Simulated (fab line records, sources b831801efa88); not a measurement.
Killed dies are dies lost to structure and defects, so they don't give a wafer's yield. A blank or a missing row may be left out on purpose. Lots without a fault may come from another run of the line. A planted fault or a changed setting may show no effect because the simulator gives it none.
Which tool did it? | flow sky130 | 11 lots, 33 wafers sampled, at 1 step of a route of 708

WHAT THE GAUGES READ, wafer by wafer
SKY_LOCAL_INTERCONNECT_RS_MEAS_01: measures by four-point-probe.
lot  | measured     | on            | LOCAL_INTERCONNECT_TIN_RS (ohm/sq)
L437 | day 29 14:59 | film_metro-04 | 14.28 14.08 14.18
L438 | day 29 21:09 | film_metro-04 | 14.10 13.95 14.04
L439 | day 30 05:55 | film_metro-03 | 14.31 14.17 14.35
L440 | day 30 18:30 | film_metro-03 | 14.25 14.36 14.10
L441 | day 31 07:18 | film_metro-03 | 14.25 14.21 14.20
L445 | day 32 09:41 | film_metro-02 | 14.21 14.03 14.14
L448 | day 33 16:02 | film_metro-02 | 14.11 14.03 13.98
L449 | day 33 23:53 | film_metro-03 | 13.96 13.95 14.03
L450 | day 34 00:09 | film_metro-04 | 14.23 14.06 14.11
L457 | day 36 00:52 | film_metro-03 | 14.45 14.39 14.35
L458 | day 36 04:52 | film_metro-03 | 14.44 14.47 14.48

WHICH TOOL RAN EACH LOT (tool, then ch and the chambers of the sampled wafers, then the start)
The record holds no process step before these readings.

THE ANSWER, worked out from the rows above alone
Rule: what is usual is taken from the lots themselves. Put in order of their means at a reading, lots are off if they are a third of the lots or fewer, leave a main group of 4 or more, and stand apart from it by a gap of 3 or more times the standard deviation of the main group's means; of several such gaps the widest counts. A main group whose means are all the same, to the digits that the tables above print for the reading, isn't used. A lot without any number at a reading at which 4 lots or more have one is off too. The other lots that the step has rows for count as sound.
No lot is off at any reading shown: from this, nothing can be told.

WHAT THE SIMULATOR HAD PUT IN
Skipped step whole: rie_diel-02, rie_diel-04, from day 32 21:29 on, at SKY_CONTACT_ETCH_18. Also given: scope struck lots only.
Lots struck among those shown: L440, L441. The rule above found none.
